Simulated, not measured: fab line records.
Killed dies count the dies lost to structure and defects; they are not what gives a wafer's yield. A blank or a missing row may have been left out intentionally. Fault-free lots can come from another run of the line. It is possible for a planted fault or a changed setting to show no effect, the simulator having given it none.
fab line records	flow sky130
record: lots: 6	wafers: 18	lastDay: 49
route steps=708 shown LDD_P@263 LDD_HVN@267 LDD_HVP@278 PAD_OPEN@708
lots that met no fault: from a run of the same line without faults
startH: hours from the record's opening day to when the first of the lot's shown wafers began	waitH: hours from the lot's prior step to this one	" identical to the entry in the row above	L1.1+2: one row covering several wafers at once	- either no value or no given start	* or withheld: withheld	< > ~ a bound
route shown NAME@n: a module of which the file shows steps, and the number in the route of the first	usual: mean and standard deviation over wafers with no fault	same: alike in all rows	chamber/n: place in a boat	sites: the reading at each site	_std_site: their standard deviation	_edge_site: inner sites' mean taken away from outer sites' mean	radiusMm: how far each site lies from the wafer's centre	mask NAME#n: copy n	behind: the last tool/chamber to shape the wafer	hold: reason for holding the lot/hours on hold/outcome of the hold	device: the n, p or np transistor that did not switch	end of line: the route-end tests of the same wafers	a step without rows: its recipe alone	killed: count of dies lost to structure and defects at first sort (not the wafer's yield)	map: per-die view of a wafer (x killed, . not killed, _ where there is no die)
set.NAME: the setting the step ran with; set.NAME@STEP: the setting that earlier step ran with	model.NAME: the simulator's own value behind a step, which no gauge read
lots at some steps of the route; a table a step, a row a wafer
services: when a tool's chamber went out of use (startH, in hours from the record's first day, below 0 if earlier), for how many hours, and the reason
== steps ==
step: SKY_LDD_P_OVL_MEAS_08
usual: LDD_P_OVL: 0.7/1.4
lot.wafer	tool	chamber	startH	waitH	LDD_P_OVL[nm]
L520.3	overlay-01	-	451.60	0.1	-0.7
L520.5	"	-	"	"	-1.2
L520.6	"	-	"	"	-0.4
L526.2	overlay-02	-	506.60	0.1	1.7
L526.3	"	-	"	"	1.1
L526.6	"	-	"	"	1.1
L527.3	overlay-02	-	534.80	0.1	1.8
L527.5	"	-	"	"	1.2
L527.6	"	-	"	"	3.2
L528.3	overlay-02	-	541.07	0.1	0.4
L528.5	"	-	"	"	1.8
L528.6	"	-	"	"	0.0
L535.1	overlay-01	-	589.10	0.1	1.3
L535.2	"	-	"	"	2.8
L535.4	"	-	"	"	1.9
L537.2	overlay-02	-	598.75	0.1	0.6
L537.3	"	-	"	"	1.5
L537.6	"	-	"	"	2.2
step: SKY_LDD_P_IMPLANT_09
recipe: species: BF2	energyKev: 25	doseCm2: 1e+13	tiltDeg: withheld
step: SKY_LDD_P_STRIP_10
recipe: chemistry: O2/N2	powerW: 1400	pressureMtorr: 1500	platenTempC: withheld	o2FlowSccm: 3000	n2FlowSccm: 300	overashFraction: 0.5
usual: drypumpMotorCurrentA: 5.7/0.38	oesProductAu: 0.716/0.0048	stripTimeToEndpointS: 14.19/0.045
lot.wafer	tool	chamber	startH	waitH	drypumpMotorCurrentA	oesProductAu	rfHoursCounterH	stripTimeToEndpointS
L520.3	plasmaAsher-02	1	451.81	0.1	5.8	0.718	-	14.26
L520.5	"	0	"	"	6.3	0.713	-	14.18
L520.6	"	1	"	"	5.8	0.712	-	14.21
L526.2	plasmaAsher-01	0	506.78	0.1	5.2	0.720	8	14.19
L526.3	"	0	"	"	5.2	0.707	-	14.17
L526.6	"	1	"	"	5.5	0.723	-	14.15
L527.3	plasmaAsher-02	1	535.01	0.1	5.9	0.710	-	14.20
L527.5	"	1	"	"	5.9	0.716	-	14.17
L527.6	"	0	"	"	6.3	0.717	-	14.17
L528.3	plasmaAsher-01	1	541.28	0.1	5.5	0.717	-	14.24
L528.5	"	1	"	"	5.5	0.716	-	14.22
L528.6	"	0	"	"	5.2	0.706	-	14.23
L535.1	plasmaAsher-03	0	589.29	0.1	5.8	0.709	87	14.12
L535.2	"	1	"	"	5.3	0.724	87	14.14
L535.4	"	1	"	"	5.3	0.710	-	14.13
L537.2	plasmaAsher-02	0	598.93	0.1	6.3	0.712	45	14.17
L537.3	"	0	"	"	6.3	0.724	-	14.21
L537.6	"	1	"	"	5.8	0.715	-	14.15
step: SKY_LDD_P_TW_MEAS_11
usual: LDD_P_TW: 628/4.6
lot.wafer	tool	chamber	startH	waitH	LDD_P_TW
L520.3	filmMetro-04	-	451.90	0.1	625
L520.5	"	-	"	"	627
L520.6	"	-	"	"	628
L526.2	filmMetro-01	-	506.89	0.1	629
L526.3	"	-	"	"	629
L526.6	"	-	"	"	628
L527.3	filmMetro-01	-	535.10	0.1	622
L527.5	"	-	"	"	624
L527.6	"	-	"	"	624
L528.3	filmMetro-01	-	541.37	0.1	626
L528.5	"	-	"	"	624
L528.6	"	-	"	"	627
L535.1	filmMetro-02	-	589.39	0.1	641
L535.2	"	-	"	"	638
L535.4	"	-	"	"	636
L537.2	filmMetro-02	-	599.04	0.1	637
L537.3	"	-	"	"	637
L537.6	"	-	"	"	638
step: SKY_LDD_HVN_DEHYDRATE_00
recipe: tempC: 200	timeS: 60
step: SKY_LDD_HVN_HMDS_01
recipe: primeTimeS: 60	primeTempC: 120
step: SKY_LDD_HVN_COAT_02
recipe: resist: NOVOLAK	spinRpm: 3000	resistThkNm: 300
step: SKY_LDD_HVN_SOFTBAKE_03
recipe: tempC: 90	timeS: 60	resist: NOVOLAK
step: SKY_LDD_HVN_EXPOSE_04
recipe: maskId: HVNTM	na: 0.6	sourceShape: conventional	sigmaOuter: 0.6	polarization: unpolarized	targetCdNm: 700	doseMj: 127
step: SKY_LDD_HVN_PEB_05
recipe: tempC: withheld	timeS: *	resist: NOVOLAK
step: SKY_LDD_HVN_DEVELOP_06
recipe: resist: NOVOLAK	developer: TMAH	developTimeS: 60	devTempC: 23
step: SKY_LDD_HVN_OVL_MEAS_07
usual: LDD_HVN_OVL: -0.2/1.2
lot.wafer	tool	chamber	startH	waitH	LDD_HVN_OVL[nm]
L520.3	overlay-01	-	483.03	0.1	0.6
L520.5	"	-	"	"	1.6
L520.6	"	-	"	"	0.9
L526.2	overlay-02	-	537.33	0.1	-1.9
L526.3	"	-	"	"	-1.1
L526.6	"	-	"	"	-1.3
L527.3	overlay-01	-	563.59	0.1	0.9
L527.5	"	-	"	"	0.1
L527.6	"	-	"	"	0.2
L528.3	overlay-01	-	569.09	0.1	0.5
L528.5	"	-	"	"	0.9
L528.6	"	-	"	"	2.3
L535.1	overlay-02	-	616.97	0.1	0.4
L535.2	"	-	"	"	-0.2
L535.4	"	-	"	"	0.2
L537.2	overlay-01	-	626.33	0.1	-0.1
L537.3	"	-	"	"	-0.5
L537.6	"	-	"	"	0.7
step: SKY_LDD_HVN_IMPLANT_08
recipe: species: P	energyKev: 60	doseCm2: 3e+13	tiltDeg: 40
usual: tiltDeg: 40.000/0.02
same: implantIonAmu: 31
lot.wafer	tool	chamber	startH	waitH	tiltDeg
L520.3	implanter-01	0	483.11	0.1	40.018
L520.5	"	0	"	"	40.002
L520.6	"	0	"	"	40.017
L526.2	implanter-01	0	537.38	0.0	0.045
L526.3	"	0	"	"	0.013
L526.6	"	0	"	"	0.038
L527.3	implanter-01	0	563.66	0.1	-0.016
L527.5	"	0	"	"	0.004
L527.6	"	0	"	"	0.023
L528.3	implanter-04	0	569.16	0.1	39.987
L528.5	"	0	"	"	40.018
L528.6	"	0	"	"	40.012
L535.1	implanter-01	0	617.01	0.0	40.016
L535.2	"	0	"	"	39.991
L535.4	"	0	"	"	40.024
L537.2	implanter-01	0	626.39	0.0	39.998
L537.3	"	0	"	"	40.026
L537.6	"	0	"	"	39.983
step: SKY_LDD_HVN_STRIP_09
recipe: chemistry: O2/N2	powerW: 1400	pressureMtorr: 1500	platenTempC: withheld	o2FlowSccm: 3000	n2FlowSccm: 300	overashFraction: 0.5
usual: drypumpMotorCurrentA: 5.6/0.47	oesProductAu: 0.408/0.0051	stripTimeToEndpointS: 4.137/0.019
lot.wafer	tool	chamber	startH	waitH	drypumpMotorCurrentA	oesProductAu	rfHoursCounterH	stripTimeToEndpointS
L520.3	plasmaAsher-03	1	483.24	0.1	5.3	0.407	-	4.139
L520.5	"	0	"	"	5.8	0.400	-	4.134
L520.6	"	1	"	"	5.3	0.404	-	4.132
L526.2	plasmaAsher-03	0	537.51	0.1	5.9	0.405	82	4.128
L526.3	"	0	"	"	5.8	0.406	-	4.148
L526.6	"	0	"	"	5.8	0.413	-	4.132
L527.3	plasmaAsher-01	0	563.80	0.1	5.2	0.408	-	4.099
L527.5	"	0	"	"	5.2	0.408	-	4.115
L527.6	"	1	"	"	5.5	0.406	-	4.102
L528.3	plasmaAsher-04	1	569.30	0.1	5.3	0.412	-	4.142
L528.5	"	0	"	"	6.8	0.407	-	4.138
L528.6	"	1	"	"	5.3	0.413	-	4.145
L535.1	plasmaAsher-01	1	617.16	0.1	5.4	0.411	19	4.129
L535.2	"	0	"	"	5.2	0.417	19	4.149
L535.4	"	1	"	"	5.5	0.402	-	4.138
L537.2	plasmaAsher-01	1	626.51	0.1	5.5	0.403	19	4.122
L537.3	"	0	"	"	5.2	0.412	-	4.128
L537.6	"	1	"	"	5.5	0.412	-	4.139
step: SKY_LDD_HVN_TW_MEAS_10
usual: LDD_HVN_TW: 1417/6.4
lot.wafer	tool	chamber	startH	waitH	LDD_HVN_TW
L520.3	filmMetro-01	-	483.33	0.1	1416
L520.5	"	-	"	"	1404
L520.6	"	-	"	"	1412
L526.2	filmMetro-04	-	537.62	0.1	1264
L526.3	"	-	"	"	1261
L526.6	"	-	"	"	1261
L527.3	filmMetro-01	-	563.88	0.1	1266
L527.5	"	-	"	"	1267
L527.6	"	-	"	"	1271
L528.3	filmMetro-03	-	569.38	0.1	1420
L528.5	"	-	"	"	1417
L528.6	"	-	"	"	1421
L535.1	filmMetro-01	-	617.26	0.1	1421
L535.2	"	-	"	"	1425
L535.4	"	-	"	"	1414
L537.2	filmMetro-04	-	626.62	0.1	1409
L537.3	"	-	"	"	1422
L537.6	"	-	"	"	1413
step: SKY_LDD_HVP_DEHYDRATE_00
recipe: tempC: 200	timeS: 60
step: SKY_PAD_OPEN_PROBE_99
usual: killed_at_M0_to_M3: 43/6.6	killed_at_M4_up: 3.2/1.9	killedAtContacts: 25/5.3	killedAtFrontEnd: 16/4.5	killedAtOther: 0.3/0.63	killedDies: 87/8.9	killedOpen: 48/7.9	killedShort: 39/5.3
same: grossDies: 492	killedAtBackSide: 0
lot.wafer	tool	chamber	startH	waitH	killed_at_M0_to_M3	killed_at_M4_up	killedAtContacts	killedAtFrontEnd	killedAtOther	killedDies	killedOpen	killedShort	model.etest.tip_n_5v.rsOhmSq	model.etest.nfetG5v0d10v5.rOnOhmUm	model.etest.nfetG5v0d10v5.driveUaUm	model.etest.nfet_05v0_nvt.driveUaUm	model.etest.resNdiffHv.rsOhmSq	model.etest.nfetG5v0d10v5.vtSatV
L520.3	prober-01	-	1088.09	0.2	50	1	25	20	0	96	56	38	1404	1864	614.5	577.4	113.1	0.7502
L520.5	prober-01	-	1088.19	0.2	40	5	35	23	0	103	53	49	1398	1883	604.2	582.6	113.7	0.7567
L520.6	prober-01	-	1088.24	0.2	35	7	31	16	0	89	44	44	1396	1891	604.5	573	113.5	0.7575
L526.2	prober-01	-	1119.29	0.1	47	2	24	19	1	93	53	40	972.1	1811	628.6	590.4	111.3	0.7389
L526.3	prober-01	-	1119.34	0.2	51	2	19	16	0	88	48	39	980.5	1811	626.9	591.9	111.3	0.7499
L526.6	prober-01	-	1119.49	0.2	36	2	26	11	0	75	34	41	980.8	1809	623.6	589.3	110.7	0.7565
L527.3	prober-02	-	1139.60	0.2	48	2	22	12	0	84	43	41	984.5	1808	625.9	586.3	110.9	0.7319
L527.5	prober-02	-	1139.70	0.2	37	2	27	10	0	76	43	33	986.4	1833	616.6	574.2	111.7	0.7304
L527.6	prober-02	-	1139.75	0.2	44	5	34	13	0	96	63	33	987.9	1825	623.9	585.9	111.3	0.7486
L528.3	prober-01	-	1143.10	0.2	45	3	25	14	0	87	46	41	1414	1928	595.4	560.9	115.5	0.7716
L528.5	prober-01	-	1143.20	0.2	38	4	29	12	0	83	46	37	1416	1844	609	574.7	114	0.7721
L528.6	prober-01	-	1143.25	0.2	40	5	17	17	0	79	35	44	1422	1875	597.4	570.5	114	0.7701
L535.1	prober-02	-	1175.08	0.1	51	3	15	14	0	83	41	42	1391	1865	604.6	571.6	111.3	0.7672
L535.2	prober-02	-	1175.13	0.1	40	1	29	13	0	83	44	39	1407	1884	598.4	571.7	111.7	0.7716
L535.4	prober-02	-	1175.23	0.2	52	4	34	20	0	110	67	43	1408	1858	604.9	575.7	111.4	0.7722
L537.2	prober-02	-	1180.03	0.1	45	2	23	14	0	84	56	28	1390	1873	622.7	592.4	116.3	0.7436
L537.3	prober-02	-	1180.08	0.2	47	1	27	18	0	93	45	48	1394	1854	626.3	591.1	116.4	0.7518
L537.6	prober-02	-	1180.23	0.2	32	1	27	16	0	76	37	38	1400	1865	615.9	582.3	115.9	0.7446
killed by level:class
L520.3 CONTACT:geometricParticle:open=12 VIA1:geometricParticle:open=11 VIA2:geometricParticle:open=8 CONTACT:geometricParticle:short=7 VIA3:geometricParticle:open=7 POLY_GATE:geometricParticle:open=6 METAL1:geometricParticle:short=5 VIA1:geometricParticle:short=5
L520.5 VIA1:geometricParticle:open=14 CONTACT:geometricParticle:open=12 CONTACT:geometricParticle:short=8 LI_CONTACT:geometricParticle:open=7 METAL1:geometricParticle:short=6 POLY_GATE:geometricParticle:open=5 LOCAL_INTERCONNECT:geometricParticle:short=5 METAL4:geometricParticle:short=5
L520.6 CONTACT:geometricParticle:open=11 LI_CONTACT:geometricParticle:open=7 VIA1:geometricParticle:open=7 METAL1:geometricParticle:short=6 CONTACT:geometricParticle:short=5 VIA1:geometricParticle:short=5 METAL2:geometricParticle:short=5 VIA3:geometricParticle:open=5
L526.2 VIA1:geometricParticle:open=11 VIA2:geometricParticle:open=10 CONTACT:geometricParticle:open=8 FIELD_ISO:geometricParticle:open=7 LI_CONTACT:geometricParticle:open=7 POLY_GATE:geometricParticle:short=6 VIA1:geometricParticle:short=5 METAL3:geometricParticle:short=5
L526.3 VIA2:geometricParticle:open=14 VIA1:geometricParticle:open=8 FIELD_ISO:geometricParticle:short=6 LOCAL_INTERCONNECT:geometricParticle:short=6 METAL2:geometricParticle:short=6 CONTACT:geometricParticle:open=6 VIA3:geometricParticle:open=5 VIA1:geometricParticle:short=5
L526.6 LI_CONTACT:geometricParticle:open=11 METAL3:geometricParticle:short=7 CONTACT:geometricParticle:short=6 VIA1:geometricParticle:open=6 METAL2:geometricParticle:short=5 CONTACT:geometricParticle:open=5 METAL1:geometricParticle:short=5 VIA1:geometricParticle:short=4
L527.3 VIA1:geometricParticle:open=15 CONTACT:geometricParticle:short=8 METAL2:geometricParticle:short=7 METAL1:geometricParticle:short=6 CONTACT:geometricParticle:open=5 VIA2:geometricParticle:open=5 VIA1:geometricParticle:short=4 LI_CONTACT:geometricParticle:open=4
L527.5 CONTACT:geometricParticle:open=9 VIA1:geometricParticle:open=9 VIA3:geometricParticle:open=7 LI_CONTACT:geometricParticle:open=6 VIA2:geometricParticle:open=5 LOCAL_INTERCONNECT:geometricParticle:short=4 METAL1:geometricParticle:short=4 METAL2:geometricParticle:short=4
L527.6 VIA2:geometricParticle:open=12 VIA1:geometricParticle:open=10 CONTACT:geometricParticle:open=10 VIA3:geometricParticle:open=10 LI_CONTACT:geometricParticle:open=8 LOCAL_INTERCONNECT:geometricParticle:short=8 METAL1:geometricParticle:short=5 POLY_GATE:geometricParticle:open=4
L528.3 CONTACT:geometricParticle:open=9 LI_CONTACT:geometricParticle:open=8 VIA1:geometricParticle:open=6 METAL3:geometricParticle:short=6 VIA2:geometricParticle:open=6 METAL2:geometricParticle:short=5 LOCAL_INTERCONNECT:geometricParticle:short=4 POLY_GATE:geometricParticle:open=4
L528.5 CONTACT:geometricParticle:open=11 METAL2:geometricParticle:short=9 VIA2:geometricParticle:open=9 LI_CONTACT:geometricParticle:open=7 VIA1:geometricParticle:open=6 VIA3:geometricParticle:open=5 FIELD_ISO:geometricParticle:short=4 METAL4:geometricParticle:short=4
L528.6 METAL2:geometricParticle:short=8 CONTACT:geometricParticle:open=6 VIA2:geometricParticle:open=6 VIA1:geometricParticle:short=5 FIELD_ISO:geometricParticle:open=5 POLY_GATE:geometricParticle:short=5 LOCAL_INTERCONNECT:geometricParticle:short=5 METAL1:geometricParticle:short=5
L535.1 VIA3:geometricParticle:open=9 METAL1:geometricParticle:short=8 CONTACT:geometricParticle:open=7 METAL2:geometricParticle:short=7 FIELD_ISO:geometricParticle:short=6 VIA1:geometricParticle:open=6 VIA1:geometricParticle:short=5 VIA2:geometricParticle:open=4
L535.2 CONTACT:geometricParticle:open=13 METAL1:geometricParticle:short=7 VIA1:geometricParticle:open=7 VIA2:geometricParticle:open=6 FIELD_ISO:geometricParticle:open=5 CONTACT:geometricParticle:short=5 METAL2:geometricParticle:short=5 LI_CONTACT:geometricParticle:open=4
L535.4 CONTACT:geometricParticle:open=11 VIA1:geometricParticle:open=11 VIA2:geometricParticle:open=10 VIA3:geometricParticle:open=10 LI_CONTACT:geometricParticle:open=9 CONTACT:geometricParticle:short=7 FIELD_ISO:geometricParticle:short=6 VIA1:geometricParticle:short=5
L537.2 VIA1:geometricParticle:open=17 CONTACT:geometricParticle:open=10 VIA2:geometricParticle:open=8 LI_CONTACT:geometricParticle:open=6 METAL1:geometricParticle:short=5 VIA3:geometricParticle:open=5 POLY_GATE:geometricParticle:short=4 LOCAL_INTERCONNECT:geometricParticle:short=3
L537.3 VIA1:geometricParticle:open=12 VIA1:geometricParticle:short=8 CONTACT:geometricParticle:open=8 LI_CONTACT:geometricParticle:open=7 POLY_GATE:geometricParticle:short=7 METAL2:geometricParticle:short=6 LOCAL_INTERCONNECT:geometricParticle:short=5 METAL1:geometricParticle:short=5
L537.6 LI_CONTACT:geometricParticle:open=11 VIA3:geometricParticle:open=9 FIELD_ISO:geometricParticle:short=6 LOCAL_INTERCONNECT:geometricParticle:short=6 METAL2:geometricParticle:short=5 VIA1:geometricParticle:short=5 FIELD_ISO:geometricParticle:open=4 CONTACT:geometricParticle:open=4
== services ==
tool	chamber	startH	hours	kind
plasmaAsher-01	0	430.25	-	clean
plasmaAsher-01	1	430.25	-	clean
implanter-01	-	442.33	9.2	repair
plasmaAsher-03	-	452.97	1.3	repair
plasmaAsher-02	-	459.94	0.8	repair
implanter-04	-	463.20	4.8	pm
plasmaAsher-02	-	468.12	1.2	repair
plasmaAsher-04	-	472.09	0.7	repair
implanter-04	-	480.32	1.4	repair
implanter-01	-	501.31	1.6	repair
plasmaAsher-03	-	554.76	0.6	repair
plasmaAsher-02	-	557.85	1.2	repair
implanter-01	-	590.90	3.7	repair
plasmaAsher-04	-	603.06	2.8	pm
== key ==
firstSign: step: SKY_LDD_HVN_IMPLANT_08	reading: tiltDeg	direction: down	sigmas: 99+	usual: *	struck: *
effect: step: SKY_LDD_HVN_TW_MEAS_10	reading: LDD_HVN_TW	direction: down	sigmas: 24	usual: 1417	struck: 1265
modelEffect: step: SKY_PAD_OPEN_PROBE_99	value: etest.tip_n_5v.rsOhmSq	without: 1382	struck: 982
metAt SKY_LDD_HVN_IMPLANT_08
struckWafers L526.2,L526.3,L526.6,L527.3,L527.5,L527.6
testerLeftOut L526,L527
onsetBetween 483.11 537.38
fault: kind: processParameterDrift	tool: implanter-01	chamber: -	onsetH: 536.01	steps: SKY_LDD_HVN_IMPLANT_08	channel: tiltDeg	offset: *	shape: step	endH: 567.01	actsIn: *	stated: *
testerLeftOut: of these lots the tester's yield and bins aren't shown, on N5 and GAA mostly nor the transistor test; their killed dies are dies lost to structure and defects alone, not to doping, threshold or leakage, so they don't give the yield
